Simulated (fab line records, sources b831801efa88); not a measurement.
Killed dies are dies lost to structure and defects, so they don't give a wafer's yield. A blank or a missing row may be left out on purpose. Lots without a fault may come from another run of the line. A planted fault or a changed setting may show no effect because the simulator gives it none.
Tool commonality check | flow gf180mcu | 11 lots, 33 wafers sampled

WHY IT WAS OPENED
At GF_M3_RS_MEAS_05 the reading M3_ALCU_RS is flagged on 3 of 11 lots. Wafers without a fault read 0.0695 ohm/sq, standard deviation 0.00074.
Rule: a lot is flagged when every wafer of it that has a number lies more than 4 standard deviations from that mean, or none has a number. The other lots count as sound.

lot  | measured     | on            | M3_ALCU_RS (ohm/sq), wafer by wafer | flag
L584 | day 21 15:16 | film_metro-04 | 0.0696 0.0714 0.0706                |
L589 | day 23 11:32 | film_metro-02 | 0.0774 0.0778 0.0778                | FLAGGED
L590 | day 23 20:01 | film_metro-03 | 0.0780 0.0779 0.0782                | FLAGGED
L591 | day 24 02:23 | film_metro-03 | 0.0773 0.0778 0.0781                | FLAGGED
L594 | day 25 00:44 | film_metro-02 | 0.0695 0.0698 0.0692                |
L595 | day 25 09:43 | film_metro-04 | 0.0708 0.0705 0.0711                |
L597 | day 26 03:29 | film_metro-03 | 0.0692 0.0693 0.0694                |
L599 | day 26 17:19 | film_metro-02 | 0.0694 0.0689 0.0697                |
L600 | day 26 22:32 | film_metro-02 | 0.0687 0.0690 0.0694                |
L603 | day 27 16:55 | film_metro-02 | 0.0715 0.0693 0.0702                |
L604 | day 28 02:03 | film_metro-02 | 0.0707 0.0697 0.0701                |
The numbers of the flagged lots are 0.0778 ohm/sq on average: +0.0083 ohm/sq against the usual, or +11 standard deviations.

WHICH TOOL RAN EACH LOT
The record holds 3 process steps before the reading, out of a route of 602 steps. In each cell: the tool, then ch and the chambers that the sampled wafers went through, then the start.
lot  | flag    | GF_M2_SPUTTER_01             | GF_V2_ETCH_16                      | GF_M3_SPUTTER_02
L584 |         | pvd_sputter-02, day 19 11:11 | rie_diel-03 ch 1,2, day 21 13:41   | pvd_sputter-01, day 21 15:11
L589 | FLAGGED | pvd_sputter-02, day 21 09:08 | rie_diel-02 ch 0,2,3, day 23 09:47 | pvd_sputter-01, day 23 11:25
L590 | FLAGGED | pvd_sputter-01, day 21 18:38 | rie_diel-02 ch 1,2,3, day 23 18:26 | pvd_sputter-01, day 23 19:55
L591 | FLAGGED | pvd_sputter-04, day 22 01:08 | rie_diel-04 ch 0,1, day 24 00:47   | pvd_sputter-01, day 24 02:16
L594 |         | pvd_sputter-01, day 23 00:56 | rie_diel-04 ch 1,2,3, day 24 23:07 | pvd_sputter-02, day 25 00:38
L595 |         | pvd_sputter-02, day 23 10:30 | rie_diel-02 ch 0,1,3, day 25 07:53 | pvd_sputter-03, day 25 09:35
L597 |         | pvd_sputter-02, day 24 02:56 | rie_diel-04 ch 2,3, day 26 01:53   | pvd_sputter-02, day 26 03:22
L599 |         | pvd_sputter-02, day 24 18:59 | rie_diel-02 ch 0,2,3, day 26 15:38 | pvd_sputter-02, day 26 17:13
L600 |         | pvd_sputter-04, day 25 01:16 | rie_diel-03 ch 0,1,2, day 26 20:41 | pvd_sputter-02, day 26 22:25
L603 |         | pvd_sputter-02, day 25 20:56 | rie_diel-04 ch 2,3, day 27 15:19   | pvd_sputter-01, day 27 16:50
L604 |         | pvd_sputter-02, day 26 06:34 | rie_diel-04 ch 1,2,3, day 28 00:20 | pvd_sputter-03, day 28 01:54
What these steps do:
- GF_M2_SPUTTER_01: material TiN, target thk 30 nm, time 25 s.
- GF_V2_ETCH_16: etches BARC in N2/H2.
- GF_M3_SPUTTER_02: material AlCu, target thk 450 nm, time 23.9 s.
- GF_M3_RS_MEAS_05: measures by four-point-probe.

FLAGGED OVER TOTAL, TOOL BY TOOL (the gauges that took the reading come last)
step             | tool           | lots run | flagged | share of the flagged lots | sound lots run after its first flagged lot
GF_M2_SPUTTER_01 | pvd_sputter-01 | 2        | 1       | some                      | 1 (L594)
GF_M2_SPUTTER_01 | pvd_sputter-02 | 7        | 1       | some                      | 5 (L595,L597,L599,L603,L604)
GF_M2_SPUTTER_01 | pvd_sputter-04 | 2        | 1       | some                      | 1 (L600)
GF_V2_ETCH_16    | rie_diel-02    | 4        | 2       | some                      | 2 (L595,L599)
GF_V2_ETCH_16    | rie_diel-03    | 2        | 0       | none                      | -
GF_V2_ETCH_16    | rie_diel-04    | 5        | 1       | some                      | 4 (L594,L597,L603,L604)
GF_M3_SPUTTER_02 | pvd_sputter-01 | 5        | 3       | all                       | 1 (L603)
GF_M3_SPUTTER_02 | pvd_sputter-02 | 4        | 0       | none                      | -
GF_M3_SPUTTER_02 | pvd_sputter-03 | 2        | 0       | none                      | -
GF_M3_RS_MEAS_05 | film_metro-02  | 6        | 1       | some                      | 5 (L594,L599,L600,L603,L604)
GF_M3_RS_MEAS_05 | film_metro-03  | 3        | 2       | some                      | 1 (L597)
GF_M3_RS_MEAS_05 | film_metro-04  | 2        | 0       | none                      | -

WHAT THE TABLE ALLOWS
1 row of the table ran every flagged lot: pvd_sputter-01 at GF_M3_SPUTTER_02.
- pvd_sputter-01 at GF_M3_SPUTTER_02: 3 of its 5 lots flagged. Sound lots ran on it after the first flagged one (L603), which a lasting fault on the whole tool wouldn't allow. Its own readings lie more than 4 standard deviations out on every wafer of the flagged lots: cathode_dc_power_W.
No row of the table ran every flagged lot and no sound lot after the first.

WHAT THE SIMULATOR HAD PUT IN
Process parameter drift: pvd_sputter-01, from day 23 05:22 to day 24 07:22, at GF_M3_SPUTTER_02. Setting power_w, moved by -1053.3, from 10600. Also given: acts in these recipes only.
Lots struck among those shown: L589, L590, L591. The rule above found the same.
